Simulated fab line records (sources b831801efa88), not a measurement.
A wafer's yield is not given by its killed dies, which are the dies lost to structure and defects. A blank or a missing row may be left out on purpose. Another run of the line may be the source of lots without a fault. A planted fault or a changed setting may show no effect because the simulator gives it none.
Comparing a struck lot with a sound one | flow sky130 | 15 out of 708 route steps
Sound: wafers L288.2, L288.4, L288.5. Struck: wafers L304.1, L304.2, L304.4. At the end, the cause is stated.
Per side, at each step with rows, come the tool, then ch with its chambers, and then its first start. Under that, the readings that differ: sound wafers | struck wafers | difference of the means | sigmas: that difference in standard deviations of wafers without a fault.
alike: a reading whose means differ by less than 2 such deviations, as well as words and numbers matching on both sides. not compared: withheld readings; readings where some wafer has no value; bounds like >300 that might hide an equal value; numbers whose values overlap and for which the record gives no deviation.
A row with sigmas, a row that says differs or no value, or rows on one side alone: a step with any of these is where the two part. Numbers that don't overlap but have no deviation are shown without sigmas and don't part them. A reading missing from all wafers of one side parts the sides only when that side holds two or more wafers.

SKY_CONTACT_BOW_MEAS_05:
  struck on film-metro-04, day 36 02:11; sound on film-metro-03, day 30 05:26
  alike: CONTACT_BOW
then, 8 steps without rows for these wafers: SKY_CONTACT_DEHYDRATE_06 (time 60 s); SKY_CONTACT_HMDS_07 (prime time 60 s); SKY_CONTACT_COAT_08 (resist thk 60 nm); SKY_CONTACT_COAT_09 (resist thk 450 nm); SKY_CONTACT_SOFTBAKE_10 (time 90 s); SKY_CONTACT_EXPOSE_11 (exposes mask CTM1, target cd 170 nm); SKY_CONTACT_PEB_12; SKY_CONTACT_DEVELOP_13 (develop time 60 s).
SKY_CONTACT_CD_MEAS_14 targets a cd of 170 nm.
  struck on cd-sem-02, day 37 03:52; sound on cd-sem-02, day 31 09:47
  alike: cd-nm
SKY_CONTACT_OVL_MEAS_15:
  struck on overlay-02, day 37 03:59; sound on overlay-02, day 31 09:54
  alike: CONTACT_OVL
SKY_CONTACT_ETCH_16: etches BARC in N2/H2, stops on SiO2, time 45.9 s, target depth 60 nm.
  sound on rie-diel-03 ch 0,1,2, day 31 09:56; struck on rie-diel-02 ch 1,2,3, day 37 04:02
  alike: drypump-motor-current-A, h2-flow-sccm, oes-product-au, rf-fwd-power-W, throttle-valve-pct
  not compared: rf-hours-counter-h
SKY_CONTACT_ETCH_17: etches SiO2 in C4F8/O2/Ar, stops on Si3N4, target depth 340 nm.
  sound on rie-diel-03 ch 0,1,2, day 31 09:58; struck on rie-diel-02 ch 1,2,3, day 37 04:04
  reading            | sound          | struck         | difference | sigmas
  rf-fwd-power-W (W) | 1484 1495 1485 | 1243 1245 1238 | -246       | -42
  alike: oes-product-au
  not compared: model.KrF-thick_of_CONTACT_COAT_09.thk-nm
SKY_CONTACT_ETCH_18: etches Si3N4 in CHF3/O2, stops on TiN, time 39 s, target depth 75 nm.
  sound: rie-diel-03 ch 0,1,2; struck: rie-diel-02 ch 1,2,3
  alike: chf3-flow-sccm, drypump-motor-current-A, oes-product-au, rf-fwd-power-W, throttle-valve-pct
  not compared: rf-hours-counter-h
SKY_PAD_OPEN_PROBE_99:
  the record has rows for the sound wafers here (prober-02, day 45 13:23) and none for the struck ones

## WHERE THEY PART
Earliest at SKY_CONTACT_ETCH_17; latest, in this record, at SKY_PAD_OPEN_PROBE_99.

WHY: whatever the simulator had introduced
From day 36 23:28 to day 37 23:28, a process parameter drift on rie-diel-02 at SKY_CONTACT_ETCH_17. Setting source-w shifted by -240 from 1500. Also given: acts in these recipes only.
